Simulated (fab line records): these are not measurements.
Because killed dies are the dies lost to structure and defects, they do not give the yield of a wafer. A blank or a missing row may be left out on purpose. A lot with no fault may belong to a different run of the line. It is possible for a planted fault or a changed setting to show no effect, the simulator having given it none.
fab line records	flow sky130	part 2 of 2: steps 24 to 32 of 32
[record] lots = 5	wafers = 15	last_day = 50
route steps=708 shown CONTACT@407 METAL1@434
lots that met no fault: taken from a fault-free run of the same line
start_h: start of the lot's first displayed wafer, in hours after the record's first day	wait_h: hours from the lot's prior step to this one	" repeats the value in the row above	L1.1+2: a single row standing in for several wafers	- no value, or no start given	* or withheld: withheld	< > ~ a bound
route shown NAME@n: names a module that has steps shown in the file, with the first one's number in the route	usual: the fault-free wafers' mean and standard deviation	same: alike in all rows	chamber/n: place in a boat	sites: per-site readings	_std_site: standard deviation across them	_edge_site: inner sites' mean taken away from outer sites' mean	radius_mm: how far each site lies from the wafer's centre	mask NAME#n: copy n	behind: the last tool/chamber to shape the wafer	hold: reason for holding the lot/hours on hold/outcome of the hold	device: the n, p or np transistor that did not switch	end of line: the same wafers' tests at the end of the route	where a step has no rows: the recipe by itself	killed: dies lost to structure and defects at the first sort, not the wafer's yield	map: a wafer's dies, x killed, . not, _ none there
set.NAME: the setting as run; set.NAME@STEP: as run at that earlier step	model.NAME: the simulator's own value behind a step, which no gauge read
lots at selected steps of the route; one table per step, one row per wafer
services: the hour from which a tool's chamber was out of use, counted from the record's first day as start_h (under 0 if before that day), plus the number of hours and why
[[steps]]
[step SKY_CONTACT_CVD_24]
[recipe] material = W	target_thk_nm = 340	time_s = 102.12	temp_c = 400	pressure_torr = 40
[usual] heater_power_w = 853/57
lot.wafer	tool	chamber	start_h	wait_h	heater_power_w
L076.1	cvd_w-01	1	743.63	0.0	940
L076.2	"	0	"	"	788
L076.5	"	1	"	"	915
L079.3	cvd_w-01	1	786.91	0.1	917
L079.5	"	0	"	"	775
L079.6	"	1	"	"	956
L088.1	cvd_w-01	0	846.29	0.0	794
L088.4	"	1	"	"	945
L088.6	"	1	"	"	927
L090.2	cvd_w-01	1	856.00	0.0	965
L090.3	"	1	"	"	919
L090.6	"	1	"	"	926
L097.2	cvd_w-01	1	902.52	0.0	934
L097.5	"	0	"	"	805
L097.6	"	1	"	"	929
[step SKY_CONTACT_RS_MEAS_25]
[recipe] thk_meas_gauge = four-point-probe	reads = W_of_CONTACT_CVD_24+TiN_of_CONTACT_SPUTTER_23
[usual] CONTACT_W_RS = 0.338/0.0079
lot.wafer	tool	chamber	start_h	wait_h	CONTACT_W_RS[ohm/sq]
L076.1	film_metro-02	-	743.74	0.1	0.344
L076.2	"	-	"	"	0.349
L076.5	"	-	"	"	0.344
L079.3	film_metro-02	-	787.02	0.1	0.342
L079.5	"	-	"	"	0.343
L079.6	"	-	"	"	0.350
L088.1	film_metro-02	-	846.40	0.1	0.348
L088.4	"	-	"	"	0.340
L088.6	"	-	"	"	0.343
L090.2	film_metro-02	-	856.13	0.1	0.337
L090.3	"	-	"	"	0.342
L090.6	"	-	"	"	0.340
L097.2	film_metro-03	-	902.65	0.1	0.340
L097.5	"	-	"	"	0.339
L097.6	"	-	"	"	0.343
[step SKY_CONTACT_THK_MEAS_26]
[recipe] thk_meas_gauge = xrf	reads = W_of_CONTACT_CVD_24
[usual] CONTACT_W_THK = 338/8
lot.wafer	tool	chamber	start_h	wait_h	CONTACT_W_THK[nm]
L076.1	film_metro-02	-	743.86	0.1	334
L076.2	"	-	"	"	326
L076.5	"	-	"	"	330
L079.3	film_metro-02	-	787.12	0.1	337
L079.5	"	-	"	"	338
L079.6	"	-	"	"	329
L088.1	film_metro-02	-	846.52	0.1	331
L088.4	"	-	"	"	339
L088.6	"	-	"	"	335
L090.2	film_metro-02	-	856.24	0.1	342
L090.3	"	-	"	"	337
L090.6	"	-	"	"	339
L097.2	film_metro-03	-	902.76	0.1	333
L097.5	"	-	"	"	333
L097.6	"	-	"	"	330
[step SKY_CONTACT_CMP_27]
[recipe] stop_on = SiO2	t_overpolish_s = 15	down_force_psi = 3.5	platen_rpm = 60	target_thk_nm = 0	pad_velocity_m_s = 0.94248
[usual] motor_current_A = 11.2/1.1	overpolish_run_s = 14.999/0.0075	slurry_flow_ml_min = 149.9/0.47	time_to_endpoint_s = 82/4.1
lot.wafer	tool	chamber	start_h	wait_h	motor_current_A	overpolish_run_s	slurry_flow_ml_min	time_to_endpoint_s
L076.2	cmp-01	0	743.97	0.1	12.1	14.991	149.7	85
L076.1	"	1	"	"	10.9	15.001	150.4	81
L076.5	"	0	"	"	12.6	14.993	149.1	81
L079.3	cmp-02	0	787.21	0.1	12.2	15.000	149.7	80
L079.5	"	3	"	"	8.5	15.005	149.9	78
L079.6	"	0	"	"	12.1	14.993	150.3	78
L088.1	cmp-02	3	846.58	0.1	9.0	15.012	150.3	76
L088.4	"	2	"	"	11.7	14.999	150.0	86
L088.6	"	3	"	"	8.7	14.997	150.6	77
L090.3	cmp-01	1	856.34	0.1	10.8	15.007	149.6	84
L090.2	"	3	"	"	10.7	14.985	149.8	84
L090.6	"	1	"	"	11.2	14.991	149.7	83
L097.2	cmp-01	0	902.86	0.1	12.2	14.997	150.7	87
L097.6	"	3	"	"	10.6	14.994	150.0	80
L097.5	"	0	"	"	12.3	14.997	150.8	88
[step SKY_METAL1_SPUTTER_00]
[recipe] material = Ti	target_thk_nm = 15	power_w = 3000	time_s = 10	chamber_pressure_pa = 0.4
[usual] throttle_valve_pct = 30.2/1.1
lot.wafer	tool	chamber	start_h	wait_h	throttle_valve_pct
L076.1	pvd_sputter-03	-	744.22	0.1	28.4
L076.2	"	-	"	"	31.0
L076.5	"	-	"	"	31.0
L079.3	pvd_sputter-02	-	787.46	0.2	29.5
L079.5	"	-	"	"	30.9
L079.6	"	-	"	"	31.9
L088.1	pvd_sputter-01	-	846.88	0.2	29.7
L088.4	"	-	"	"	29.0
L088.6	"	-	"	"	29.1
L090.2	pvd_sputter-02	-	856.59	0.1	29.7
L090.3	"	-	"	"	30.8
L090.6	"	-	"	"	31.8
L097.2	pvd_sputter-01	-	903.11	0.2	29.8
L097.5	"	-	"	"	28.8
L097.6	"	-	"	"	29.1
[step SKY_METAL1_SPUTTER_01]
[recipe] material = TiN	target_thk_nm = 20	power_w = 6500	time_s = 16.7	chamber_pressure_pa = 0.4
[usual] throttle_valve_pct = 30.2/1.1
lot.wafer	tool	chamber	start_h	wait_h	throttle_valve_pct
L076.1	pvd_sputter-03	-	744.24	0.0	28.5
L076.2	"	-	"	"	30.9
L076.5	"	-	"	"	31.0
L079.3	pvd_sputter-02	-	787.49	0.0	29.6
L079.5	"	-	"	"	30.9
L079.6	"	-	"	"	32.0
L088.1	pvd_sputter-01	-	846.90	0.0	29.9
L088.4	"	-	"	"	28.9
L088.6	"	-	"	"	28.9
L090.2	pvd_sputter-02	-	856.61	0.0	29.4
L090.3	"	-	"	"	30.9
L090.6	"	-	"	"	31.9
L097.2	pvd_sputter-01	-	903.13	0.0	29.7
L097.5	"	-	"	"	28.9
L097.6	"	-	"	"	29.0
[step SKY_METAL1_SPUTTER_02]
[recipe] material = AlCu	target_thk_nm = 250	power_w = 10600	time_s = 13.3	chamber_pressure_pa = 0.4
[usual] throttle_valve_pct = 30.2/1.1
lot.wafer	tool	chamber	start_h	wait_h	throttle_valve_pct
L076.1	pvd_sputter-03	-	744.26	0.0	28.2
L076.2	"	-	"	"	31.1
L076.5	"	-	"	"	30.8
L079.3	pvd_sputter-02	-	787.51	0.0	29.6
L079.5	"	-	"	"	30.4
L079.6	"	-	"	"	32.1
L088.1	pvd_sputter-01	-	846.93	0.0	29.8
L088.4	"	-	"	"	29.0
L088.6	"	-	"	"	29.2
L090.2	pvd_sputter-02	-	856.64	0.0	29.7
L090.3	"	-	"	"	30.7
L090.6	"	-	"	"	31.7
L097.2	pvd_sputter-01	-	903.16	0.0	29.8
L097.5	"	-	"	"	28.8
L097.6	"	-	"	"	29.2
[step SKY_METAL1_SPUTTER_03]
[recipe] material = Ti	target_thk_nm = 5	power_w = 2916	time_s = 3.3	chamber_pressure_pa = 0.4
[usual] throttle_valve_pct = 30.2/1.1
lot.wafer	tool	chamber	start_h	wait_h	throttle_valve_pct
L076.1	pvd_sputter-03	-	744.29	0.0	28.3
L076.2	"	-	"	"	31.0
L076.5	"	-	"	"	31.1
L079.3	pvd_sputter-02	-	787.54	0.0	29.4
L079.5	"	-	"	"	31.0
L079.6	"	-	"	"	32.2
L088.1	pvd_sputter-01	-	846.95	0.0	29.8
L088.4	"	-	"	"	28.9
L088.6	"	-	"	"	29.1
L090.2	pvd_sputter-02	-	856.66	0.0	29.5
L090.3	"	-	"	"	30.9
L090.6	"	-	"	"	32.1
L097.2	pvd_sputter-01	-	903.18	0.0	29.7
L097.5	"	-	"	"	29.0
L097.6	"	-	"	"	29.4
[step SKY_METAL1_SPUTTER_04]
[recipe] material = TiN	target_thk_nm = 70	power_w = 6500	time_s = 58.3	chamber_pressure_pa = 0.4
[usual] throttle_valve_pct = 30.2/1.1
lot.wafer	tool	chamber	start_h	wait_h	throttle_valve_pct
L076.1	pvd_sputter-03	-	744.31	0.0	28.3
L076.2	"	-	"	"	30.7
L076.5	"	-	"	"	31.0
L079.3	pvd_sputter-02	-	787.55	0.0	29.7
L079.5	"	-	"	"	30.7
L079.6	"	-	"	"	32.0
L088.1	pvd_sputter-01	-	846.97	0.0	29.6
L088.4	"	-	"	"	28.8
L088.6	"	-	"	"	28.9
L090.2	pvd_sputter-02	-	856.68	0.0	29.4
L090.3	"	-	"	"	30.8
L090.6	"	-	"	"	31.5
L097.2	pvd_sputter-01	-	903.20	0.0	29.9
L097.5	"	-	"	"	28.9
L097.6	"	-	"	"	29.0
[[services]]
tool	chamber	start_h	hours	kind
krf_scanner-01	-	692.98	1.0	pm
pvd_sputter-02	-	698.43	0.9	repair
cmp-02	-	702.55	5.5	repair
rie_diel-03	0	707.07	7.1	repair
krf_scanner-01	-	709.76	0.8	pm
krf_scanner-01	-	713.30	0.9	repair
rie_diel-03	1	723.45	1.3	repair
rie_diel-03	3	724.88	8.2	repair
cmp-02	-	726.39	0.8	repair
cmp-01	-	744.22	4.0	pm
krf_scanner-01	-	751.00	0.2	repair
cmp-02	-	778.09	8.8	pm
pvd_sputter-03	-	789.07	8.0	repair
pvd_sputter-01	-	812.13	1.7	repair
rie_diel-01	0	814.70	4.5	repair
krf_scanner-01	-	819.20	1.3	pm
krf_scanner-01	-	820.70	0.3	repair
rie_diel-01	0	846.98	7.5	repair
cmp-02	-	851.21	0.7	repair
krf_scanner-01	-	861.98	1.0	pm
rie_diel-01	-	863.21	0.4	repair
wet_bench-03	-	863.38	3.0	repair
pvd_sputter-02	-	877.06	3.1	repair
krf_scanner-01	-	878.56	0.8	pm
